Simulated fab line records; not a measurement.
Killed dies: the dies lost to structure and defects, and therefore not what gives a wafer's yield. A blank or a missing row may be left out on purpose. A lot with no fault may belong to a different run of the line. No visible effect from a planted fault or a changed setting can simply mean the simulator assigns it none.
Comparing a struck lot with a sound one | flow sfqLine | 14 steps out of a route of 325
Sound: wafers L189.3, L189.5, L189.6. Wafers L198.1, L198.2, L198.5 were the ones struck. Last of all comes the cause.
At each step with rows: each side's tool, then ch and its chambers, then its first start. Under that, the readings that differ: sound wafers | struck wafers | difference of the means | sigmas: that difference in standard deviations of wafers without a fault.
alike: words and numbers the same on both sides, and readings whose means are apart by under 2 such deviations; not compared: readings that were withheld, readings missing a value for some wafer, numbers with overlapping values and no deviation given by the record, and bounds like >300 which may hide the same value.
A row with sigmas, a row that says differs or no value, or rows on one side alone: a step with any of these is where the two part. Non-overlapping numbers with no deviation appear without sigmas and do not part them. Lack of a reading on every wafer of one side parts them only where that side has two or more wafers.

SFQ_M1_OVL_MEAS_911:
  sound on overlay-01 at day 23 14:11; struck on overlay-01 at day 27 11:59
  alike: M1_OVL
SFQ_TRILAYER_M1_BARC_OPEN_METAL_ETCH_054: etches BARC in O2, target depth 125 nm, time 41.7 s.
  sound on rieMetal-04 ch 0,1, day 23 14:14; struck on rieMetal-02 ch 0,1, day 27 12:01
  alike: drypumpMotorCurrentA, oesProductAu
  not compared: rfHoursCounterH
SFQ_TRILAYER_M1_ETCH_METAL_ETCH_042: etches Nb in Cl2/Ar, stops on SiO2, target depth 240 nm, time 120 s.
  sound on rieMetal-04 ch 0,1, day 23 14:19; struck on rieMetal-02 ch 0,1, day 27 12:04
  alike: drypumpMotorCurrentA, oesProductAu
  not compared: rfHoursCounterH
then, 2 steps without rows for these wafers: SFQ_TRILAYER_M1_STRIP_STRIP_043 (strips in O2); SFQ_TRILAYER_M1_STRIP_SOLV_CLEAN_044 (cleans in NMP, time 600 s).
SFQ_TRILAYER_I1_DEP_PECVD_045: deposits SiO2 from SiH4/N2O, time 111.11 s, target thk 500 nm.
  sound on pecvd-01 ch 0,2, day 23 15:11; struck on pecvd-04 ch 0,2, day 27 12:58
  alike: chamberPressureTorr, heaterPowerW, showerheadVppV, throttleValvePct
SFQ_TRILAYER_I1_CMP_CMP_046: polishes SiO2.
  sound on cmp-01 ch 1,2,3, day 23 16:46; struck on cmp-02 ch 0,2,3, day 27 13:03
  alike: motorCurrentA, timeToEndpointS
SFQ_I1_BOW_MEAS_912:
  sound on filmMetro-02 at day 23 18:18; struck on filmMetro-04 at day 27 16:03
  alike: I1_BOW
SFQ_TRILAYER_I1_METRO_MEASURE_047:
  sound on filmMetro-02 at day 23 18:47; struck on filmMetro-04 at day 27 16:10
  alike: thkNm
then, 3 steps without rows for these wafers: SFQ_TRILAYER_I1_VIA_LITHO_COAT_054 (resist thk 62 nm); SFQ_TRILAYER_I1_VIA_LITHO_COAT_049 (resist thk 650 nm); SFQ_TRILAYER_I1_VIA_LITHO_SOFTBAKE_053.
-- the record jumps here: 5 days lie between the struck wafers' starts before and after --
SFQ_TRILAYER_I1_VIA_LITHO_EXPOSE_050: exposes mask I1, target cd 500 nm.
  struck on krfScanner-02, day 32 23:31; sound on krfScanner-01 ch 0, day 30 03:28
  no value came back on the struck wafers for exposureDoseMJCm2, focusOffsetNm (nm); on the sound wafers exposureDoseMJCm2 reads 21.310 21.285 21.302
  alike: mask
then, 1 step without rows for these wafers: SFQ_TRILAYER_I1_VIA_LITHO_PEB_052 (peb time 60 s).

== WHERE THEY PART ==
At SFQ_TRILAYER_I1_VIA_LITHO_EXPOSE_050 and nowhere else, as far as this record goes.

WHY: what the simulator had put in
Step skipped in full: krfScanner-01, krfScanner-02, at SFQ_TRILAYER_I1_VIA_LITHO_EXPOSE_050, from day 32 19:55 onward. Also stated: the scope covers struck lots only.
